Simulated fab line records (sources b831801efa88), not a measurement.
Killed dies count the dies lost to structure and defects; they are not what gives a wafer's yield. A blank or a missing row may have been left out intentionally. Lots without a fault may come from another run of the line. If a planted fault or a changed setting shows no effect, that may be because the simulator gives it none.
fab line records | flow sky130
record: lots: 5 | wafers: 15 | last-day: 48
route steps=708 shown POLY_CUT@317 SD_P@320 RES_XHIGH@332 SD_N@342 PAD_OPEN@708
lots that met no fault: from a run of the same line without faults
start-h: hours from the record's first day to the start of the lot's first wafer shown | wait-h: hours since the lot's step before | " as in the row above | L1.1+2: a single row standing in for several wafers | - value missing, or start not given | * or withheld: withheld | < > ~ a bound
route shown NAME@n: names a module that has steps shown in the file, with the first one's number in the route | usual: mean/standard deviation of fault-free wafers | same: alike in all rows | chamber/n: place in a boat | sites: each site's reading | _std_site: how widely they spread, as a standard deviation | _edge_site: mean of outer sites minus mean of inner sites | radius-mm: how far each site lies from the wafer's centre | mask NAME#n: copy n | behind: the most recent tool/chamber to have shaped the wafer | hold: why the lot went on hold/how many hours it stayed there/how the hold came to an end | device: the transistor (n, p or np) that didn't switch | end of line: the route-end tests of the same wafers | a step with no rows: only its recipe | killed: at the first sort, the dies lost to defects and structure; wafer yield is something else | map: per-die view of a wafer (x killed, . not killed, _ where there is no die)
set.NAME: the setting that was run; set.NAME@STEP: the one run at that earlier step | model.NAME: the simulator's own value behind a step, which no gauge read
a table for each step, a row for each wafer; lots at some steps of the route
services: when a tool's chamber went out of use (start-h, in hours from the record's first day, below 0 if earlier), for how many hours, and the reason
== steps ==
step: SKY_POLY_CUT_ETCH_10
recipe: chemistry: N2/H2 | target: BARC | ion-energy-ev: 200 | source-w: 500 | bias-w: 100 | pressure-mtorr: 30 | n2-flow-sccm: 100 | h2-flow-sccm: 200 | stop-on: SiO2 | time-s: 45.9 | target-depth-a: 600
step: SKY_POLY_CUT_ETCH_11
recipe: target: Si3N4 | chemistry: CF4/CH2F2/Ar | stop-on: poly-Si | source-w: 600 | bias-w: 150 | pressure-mtorr: 40 | cf4-flow-sccm: 40 | ch2f2-flow-sccm: 20 | Ar_flow_sccm: 150 | time-s: 42.5 | target-depth-a: 600
step: SKY_POLY_CUT_STRIP_12
recipe: chemistry: O2/N2 | power-w: 1400 | pressure-mtorr: 1500 | platen-temp-c: withheld | o2-flow-sccm: 3000 | n2-flow-sccm: 300 | overash-fraction: 0.5
step: SKY_SD_P_DEHYDRATE_00
recipe: temp-c: 200 | time-s: 60
step: SKY_SD_P_HMDS_01
recipe: prime-time-s: 60 | prime-temp-c: 120
step: SKY_SD_P_COAT_02
recipe: resist: NOVOLAK | spin-rpm: 3000 | resist-thk-nm: 1140
step: SKY_SD_P_SOFTBAKE_03
recipe: temp-c: 90 | time-s: 60 | resist: NOVOLAK
step: SKY_SD_P_EXPOSE_04
recipe: mask-id: PSDM | na: 0.6 | source-shape: conventional | sigma-outer: 0.6 | polarization: unpolarized | target-cd-nm: 380 | dose-mj: 138
step: SKY_SD_P_PEB_05
recipe: temp-c: withheld | time-s: * | resist: NOVOLAK
step: SKY_SD_P_DEVELOP_06
recipe: resist: NOVOLAK | developer: TMAH | develop-time-s: 60 | dev-temp-c: 23
step: SKY_SD_P_IMPLANT_09
recipe: species: BF2 | energy-kev: 20 | dose-cm2: 3e+15 | tilt-deg: 0
usual: implant-ion-amu: 49/0
lot.wafer | tool         | chamber | start-h | wait-h | implant-ion-amu | model.implant.rp-nm | model.implant.drp-nm
L486.2    | implanter-04 | 0       | 586.86  | 0.0    | 49              | 17.55               | 9.746
L486.4    | "            | 0       | "       | "      | 49              | 17.55               | 9.746
L486.6    | "            | 0       | "       | "      | 49              | 17.55               | 9.746
L489.2    | implanter-01 | 0       | 607.96  | 0.0    | 49              | 17.08               | 9.746
L489.3    | "            | 0       | "       | "      | 49              | 17.08               | 9.746
L489.5    | "            | 0       | "       | "      | 49              | 17.08               | 9.746
L492.1    | implanter-04 | 0       | 635.87  | 0.0    | 11              | 64.19               | 28.3
L492.4    | "            | 0       | "       | "      | 11              | 64.19               | 28.3
L492.6    | "            | 0       | "       | "      | 11              | 64.19               | 28.3
L493.2    | implanter-04 | 0       | 638.70  | 0.0    | 11              | 67.4                | 28.3
L493.4    | "            | 0       | "       | "      | 11              | 67.4                | 28.3
L493.5    | "            | 0       | "       | "      | 11              | 67.4                | 28.3
L494.3    | implanter-03 | 0       | 679.03  | 0.1    | 11              | 66.59               | 28.3
L494.4    | "            | 0       | "       | "      | 11              | 66.59               | 28.3
L494.6    | "            | 0       | "       | "      | 11              | 66.59               | 28.3
step: SKY_SD_P_STRIP_10
recipe: chemistry: O2/N2 | power-w: 1400 | pressure-mtorr: 1500 | platen-temp-c: withheld | o2-flow-sccm: 3000 | n2-flow-sccm: 300 | overash-fraction: 0.5
usual: drypump-motor-current-A: 5.7/0.57 | oes-product-au: 0.617/0.0041 | strip-time-to-endpoint-s: 17.49/0.046
same: overash-fraction: 0.5
lot.wafer | tool            | chamber | start-h | wait-h | drypump-motor-current-A | oes-product-au | rf-hours-counter-h | strip-time-to-endpoint-s
L486.2    | plasma-asher-03 | 0       | 586.98  | 0.1    | 5.8                     | 0.616          | 80                 | 17.52
L486.4    | "               | 0       | "       | "      | 5.8                     | 0.617          | -                  | 17.49
L486.6    | "               | 1       | "       | "      | 5.3                     | 0.625          | -                  | 17.49
L489.2    | plasma-asher-04 | 1       | 608.08  | 0.1    | 4.7                     | 0.621          | 93                 | 17.44
L489.3    | "               | 0       | "       | "      | 6.5                     | 0.612          | -                  | 17.45
L489.5    | "               | 0       | "       | "      | 6.5                     | 0.624          | -                  | 17.48
L492.1    | plasma-asher-04 | 0       | 636.02  | 0.1    | 6.5                     | 0.598          | 96                 | 18.16
L492.4    | "               | 0       | "       | "      | 6.5                     | 0.603          | -                  | 18.16
L492.6    | "               | 1       | "       | "      | 4.7                     | 0.600          | -                  | 18.16
L493.2    | plasma-asher-04 | 0       | 638.82  | 0.1    | 6.5                     | 0.611          | 97                 | 18.16
L493.4    | "               | 0       | "       | "      | 6.5                     | 0.604          | -                  | 18.13
L493.5    | "               | 1       | "       | "      | 4.7                     | 0.600          | -                  | 18.19
L494.3    | plasma-asher-01 | 1       | 679.16  | 0.1    | 5.4                     | 0.607          | -                  | 18.13
L494.4    | "               | 0       | "       | "      | 6.2                     | 0.614          | -                  | 18.16
L494.6    | "               | 0       | "       | "      | 6.1                     | 0.598          | -                  | 18.20
step: SKY_SD_P_TW_MEAS_11
usual: SD_P_TW: 2861/27
lot.wafer | tool          | chamber | start-h | wait-h | SD_P_TW
L486.2    | film-metro-04 | -       | 587.09  | 0.1    | 2889
L486.4    | "             | -       | "       | "      | 2889
L486.6    | "             | -       | "       | "      | 2889
L489.2    | film-metro-01 | -       | 608.19  | 0.1    | 2851
L489.3    | "             | -       | "       | "      | 2862
L489.5    | "             | -       | "       | "      | 2856
L492.1    | film-metro-04 | -       | 636.12  | 0.1    | 2118
L492.4    | "             | -       | "       | "      | 2110
L492.6    | "             | -       | "       | "      | 2114
L493.2    | film-metro-04 | -       | 638.93  | 0.1    | 2107
L493.4    | "             | -       | "       | "      | 2125
L493.5    | "             | -       | "       | "      | 2110
L494.3    | film-metro-01 | -       | 679.25  | 0.1    | 2116
L494.4    | "             | -       | "       | "      | 2113
L494.6    | "             | -       | "       | "      | 2119
step: SKY_RES_XHIGH_DEHYDRATE_00
recipe: temp-c: 200 | time-s: 60
step: SKY_RES_XHIGH_HMDS_01
recipe: prime-time-s: 60 | prime-temp-c: 120
step: SKY_RES_XHIGH_COAT_02
recipe: resist: NOVOLAK | spin-rpm: 3000 | resist-thk-nm: 1140
step: SKY_RES_XHIGH_SOFTBAKE_03
recipe: temp-c: 90 | time-s: 60 | resist: NOVOLAK
step: SKY_RES_XHIGH_EXPOSE_04
recipe: mask-id: URPM | na: 0.6 | source-shape: conventional | sigma-outer: 0.6 | polarization: unpolarized | target-cd-nm: 1270 | dose-mj: 140
step: SKY_RES_XHIGH_PEB_05
recipe: temp-c: withheld | time-s: * | resist: NOVOLAK
step: SKY_RES_XHIGH_DEVELOP_06
recipe: resist: NOVOLAK | developer: TMAH | develop-time-s: 60 | dev-temp-c: 23
step: SKY_RES_XHIGH_IMPLANT_07
recipe: species: BF2 | energy-kev: 20 | dose-cm2: 3.6e+14 | tilt-deg: 0
step: SKY_RES_XHIGH_STRIP_08
recipe: chemistry: O2/N2 | power-w: 1400 | pressure-mtorr: 1500 | platen-temp-c: withheld | o2-flow-sccm: 3000 | n2-flow-sccm: 300 | overash-fraction: 0.5
step: SKY_SD_N_DEHYDRATE_00
recipe: temp-c: 200 | time-s: 60
step: SKY_SD_N_HMDS_01
recipe: prime-time-s: 60 | prime-temp-c: 120
step: SKY_SD_N_COAT_02
recipe: resist: NOVOLAK | spin-rpm: 3000 | resist-thk-nm: 1140
step: SKY_SD_N_SOFTBAKE_03
recipe: temp-c: 90 | time-s: 60 | resist: NOVOLAK
step: SKY_SD_N_EXPOSE_04
recipe: mask-id: NSDM | na: 0.6 | source-shape: conventional | sigma-outer: 0.6 | polarization: unpolarized | target-cd-nm: 380 | dose-mj: 141
step: SKY_SD_N_PEB_05
recipe: temp-c: withheld | time-s: * | resist: NOVOLAK
step: SKY_SD_N_DEVELOP_06
recipe: resist: NOVOLAK | developer: TMAH | develop-time-s: 60 | dev-temp-c: 23
step: SKY_SD_N_IMPLANT_09
recipe: species: As | energy-kev: 50 | dose-cm2: 4e+15 | tilt-deg: 0
step: SKY_SD_N_IMPLANT_10
recipe: species: P | energy-kev: 20 | dose-cm2: 1e+14 | tilt-deg: 0
step: SKY_SD_N_STRIP_11
recipe: chemistry: O2/N2 | power-w: 1400 | pressure-mtorr: 1500 | platen-temp-c: withheld | o2-flow-sccm: 3000 | n2-flow-sccm: 300 | overash-fraction: 0.5
step: SKY_SD_N_CLEAN_13
recipe: chemistry: SC1/SC2 | mix: 1:4:20 | temp-c: 70 | time-s: 150 | dry: n2-spin
step: SKY_SD_N_RTA_14
recipe: temp-c: 1075 | time-s: 2 | idle-temp-c: 650 | ramp-up-c-per-s: 150 | ramp-down-c-per-s: 90 | ambient: N2
step: SKY_SD_N_RS_MEAS_17
recipe: thk-meas-gauge: four-point-probe
usual: SD_P_RS: 147.0/0.35
lot.wafer | tool          | chamber | start-h | wait-h | SD_P_RS[ohm/sq]
L486.2    | film-metro-04 | -       | 644.61  | 0.1    | 147.6
L486.4    | "             | -       | "       | "      | 147.3
L486.6    | "             | -       | "       | "      | 147.5
L489.2    | film-metro-01 | -       | 663.72  | 0.1    | 147.3
L489.3    | "             | -       | "       | "      | 147.1
L489.5    | "             | -       | "       | "      | 147.2
L492.1    | film-metro-03 | -       | 693.58  | 0.1    | 52.3
L492.4    | "             | -       | "       | "      | 52.1
L492.6    | "             | -       | "       | "      | 52.1
L493.2    | film-metro-01 | -       | 695.21  | 0.1    | 52.2
L493.4    | "             | -       | "       | "      | 52.1
L493.5    | "             | -       | "       | "      | 52.0
L494.3    | film-metro-04 | -       | 735.66  | 0.1    | 52.1
L494.4    | "             | -       | "       | "      | 52.1
L494.6    | "             | -       | "       | "      | 52.1
step: SKY_PAD_OPEN_PROBE_99
usual: killed_at_M0_to_M3: 43/6.4 | killed_at_M4_up: 2.9/1.7 | killed-at-contacts: 24/5 | killed-at-front-end: 15/4 | killed-at-other: 0.4/0.62 | killed-dies: 86/9.3 | killed-open: 47/6.8 | killed-short: 38/5.8
same: gross-dies: 492 | killed-at-back-side: 0
lot.wafer | tool      | chamber | start-h | wait-h | killed_at_M0_to_M3 | killed_at_M4_up | killed-at-contacts | killed-at-front-end | killed-at-other | killed-dies | killed-open | killed-short
L486.2    | prober-02 | -       | 1072.69 | 0.1    | 40                 | 3               | 29                 | 12                  | 0               | 84          | 56          | 28
L486.4    | prober-02 | -       | 1072.79 | 0.2    | 46                 | 2               | 22                 | 21                  | 0               | 91          | 45          | 46
L486.6    | prober-02 | -       | 1072.89 | 0.2    | 41                 | 3               | 31                 | 14                  | 1               | 90          | 53          | 36
L492.1    | prober-02 | -       | 1109.81 | 0.1    | 40                 | 2               | 11                 | 11                  | 1               | 65          | 37          | 28
L492.4    | prober-02 | -       | 1109.96 | 0.2    | 47                 | 1               | 20                 | 15                  | 0               | 83          | 44          | 39
L492.6    | prober-02 | -       | 1110.06 | 0.2    | 36                 | 2               | 29                 | 12                  | 0               | 79          | 38          | 40
L493.2    | prober-01 | -       | 1111.07 | 0.1    | 47                 | 2               | 30                 | 16                  | 0               | 95          | 48          | 47
L493.4    | prober-01 | -       | 1111.17 | 0.2    | 37                 | 1               | 21                 | 14                  | 0               | 73          | 40          | 33
L493.5    | prober-01 | -       | 1111.22 | 0.2    | 48                 | 4               | 20                 | 17                  | 0               | 89          | 51          | 38
killed by level:class
L486.2 VIA1:geometric-particle:open=12 CONTACT:geometric-particle:open=12 LI_CONTACT:geometric-particle:open=8 FIELD_ISO:geometric-particle:open=6 VIA2:geometric-particle:open=6 VIA3:geometric-particle:open=6 METAL2:geometric-particle:short=5 METAL1:geometric-particle:short=4
L486.4 FIELD_ISO:geometric-particle:short=11 LI_CONTACT:geometric-particle:open=9 METAL1:geometric-particle:short=8 VIA3:geometric-particle:open=7 VIA1:geometric-particle:open=7 CONTACT:geometric-particle:short=5 METAL3:geometric-particle:short=5 FIELD_ISO:geometric-particle:open=4
L486.6 LI_CONTACT:geometric-particle:open=15 CONTACT:geometric-particle:open=9 VIA1:geometric-particle:open=9 VIA1:geometric-particle:short=6 METAL2:geometric-particle:short=6 METAL1:geometric-particle:short=5 FIELD_ISO:geometric-particle:open=4 VIA2:geometric-particle:open=4
L492.1 VIA1:geometric-particle:open=13 METAL2:geometric-particle:short=9 VIA3:geometric-particle:open=7 FIELD_ISO:geometric-particle:open=4 CONTACT:geometric-particle:open=4 METAL1:geometric-particle:short=4 POLY_GATE:geometric-particle:short=3 VIA2:geometric-particle:open=3
L492.4 VIA1:geometric-particle:open=13 CONTACT:geometric-particle:short=8 VIA3:geometric-particle:open=7 LI_CONTACT:geometric-particle:open=6 METAL1:geometric-particle:short=6 METAL2:geometric-particle:short=5 FIELD_ISO:geometric-particle:short=4 POLY_GATE:geometric-particle:open=4
L492.6 LI_CONTACT:geometric-particle:open=9 CONTACT:geometric-particle:short=6 CONTACT:geometric-particle:open=6 FIELD_ISO:geometric-particle:open=5 LOCAL_INTERCONNECT:geometric-particle:short=5 VIA1:geometric-particle:open=5 METAL2:geometric-particle:short=5 METAL1:geometric-particle:short=4
L493.2 CONTACT:geometric-particle:open=12 VIA2:geometric-particle:open=9 VIA3:geometric-particle:open=8 VIA1:geometric-particle:short=7 VIA1:geometric-particle:open=7 CONTACT:geometric-particle:short=6 FIELD_ISO:geometric-particle:short=5 POLY_GATE:geometric-particle:short=5
L493.4 VIA1:geometric-particle:open=10 LI_CONTACT:geometric-particle:open=6 CONTACT:geometric-particle:short=6 CONTACT:geometric-particle:open=5 VIA2:geometric-particle:open=5 VIA1:geometric-particle:short=5 VIA3:geometric-particle:open=4 FIELD_ISO:geometric-particle:short=3
L493.5 VIA1:geometric-particle:open=14 CONTACT:geometric-particle:open=8 LI_CONTACT:geometric-particle:open=6 VIA3:geometric-particle:open=6 VIA1:geometric-particle:short=5 METAL2:geometric-particle:short=5 FIELD_ISO:geometric-particle:short=4 POLY_GATE:geometric-particle:open=4
== services ==
tool            | chamber | start-h | hours | kind
implanter-04    | -       | 569.88  | 5.2   | pm
implanter-03    | -       | 572.96  | 3.5   | repair
implanter-03    | -       | 606.03  | 4.0   | pm
plasma-asher-01 | -       | 606.77  | 4.9   | repair
plasma-asher-03 | -       | 632.64  | 8.8   | repair
implanter-04    | -       | 633.05  | 2.7   | repair
implanter-03    | -       | 644.25  | 3.0   | pm
plasma-asher-03 | -       | 654.59  | 32.7  | pm
implanter-04    | -       | 671.57  | 1.9   | repair
== key ==
first-sign: step: SKY_SD_P_IMPLANT_09 | reading: implant-ion-amu | direction: down | sigmas: 99+ | usual: 49 | struck: 11
effect: step: SKY_SD_P_STRIP_10 | reading: strip-time-to-endpoint-s | direction: up | sigmas: 15 | usual: * | struck: *
effect: step: SKY_SD_P_TW_MEAS_11 | reading: SD_P_TW | direction: down | sigmas: 28 | usual: 2861 | struck: 2115
effect: step: SKY_SD_N_RS_MEAS_17 | reading: SD_P_RS | direction: down | sigmas: 99+ | usual: 147.0 | struck: 52.1
model-effect: step: SKY_SD_P_IMPLANT_09 | value: implant.rp-nm | without: 17.41 | struck: 66.06
met-at SKY_SD_P_IMPLANT_09
struck-wafers L492.1,L492.4,L492.6,L493.2,L493.4,L493.5,L494.3,L494.4,L494.6
tester-left-out L492,L493,L494
onset-between 607.96 635.87
fault: kind: wrong-recipe-download | tool: implanter-01,implanter-03,implanter-04 | chamber: - | onset-h: 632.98 | steps: SKY_SD_P_IMPLANT_09 | wrong-recipe.not-listed: 1
tester-left-out: of these lots the tester's yield and bins aren't shown, on N5 and GAA mostly nor the transistor test; their killed dies are dies lost to structure and defects alone, not to doping, threshold or leakage, so they don't give the yield
